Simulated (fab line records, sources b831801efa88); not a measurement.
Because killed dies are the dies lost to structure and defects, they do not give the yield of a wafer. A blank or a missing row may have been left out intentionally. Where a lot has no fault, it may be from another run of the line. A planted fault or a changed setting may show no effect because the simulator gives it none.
Matching of chambers | flow sky130 | 4 sister chambers for SKY_VIA1_ETCH_14 on rieDiel-02
The step etches BARC in N2/H2, stops on SiO2, time 45.9 s, target depth 60 nm. 4 wafers are shown with their chamber, then 12 later ones without.

== WAFERS PAIRED WITH THEIR CHAMBERS ==
wafer  | chamber | drypumpMotorCurrentA (A)
L085.4 | 0       | 6.6
L087.2 | 1       | 5.5
L088.5 | 3       | 5.7
L088.6 | 2       | 5.6

== WAFERS WITHOUT THEIR CHAMBER ==
wafer  | drypumpMotorCurrentA (A)
L089.4 | 5.7
L089.5 | 5.7
L089.6 | 6.7
L092.1 | 5.6
L092.4 | 5.5
L092.6 | 5.6
L093.2 | 5.5
L093.3 | 6.6
L093.5 | 5.5
L097.2 | 5.8
L097.3 | 6.6
L097.4 | 5.5

== WHICH CHAMBER EACH WENT THROUGH ==
wafer  | from the rows above | in truth
L089.4 | 3                   | 3
L089.5 | 3                   | 3
L089.6 | 0                   | 0
L092.1 | 2                   | 2
L092.4 | 1                   | 1
L092.6 | 2                   | 2
L093.2 | 1                   | 1
L093.3 | 0                   | 0
L093.5 | 1                   | 1
L097.2 | 3                   | 3
L097.3 | 0                   | 0
L097.4 | 1                   | 1
Correctly placed: 12 of 12. Number that these rows cannot place: 0. Wrongly placed: 0.
How it was worked out, from the rows above alone: a wafer's distance from a chamber is the root of the sum, over the readings, of the square of ((its reading less the chamber's mean) divided by the reading's scatter). The wafer belongs to the nearest chamber; if the next one is less than 2 further off, it can't be placed. For every chamber, the mean is computed from those of its wafers that are shown. The scatter: root of mean squared gap, hidden wafer to nearest shown wafer, with one shown wafer a chamber.
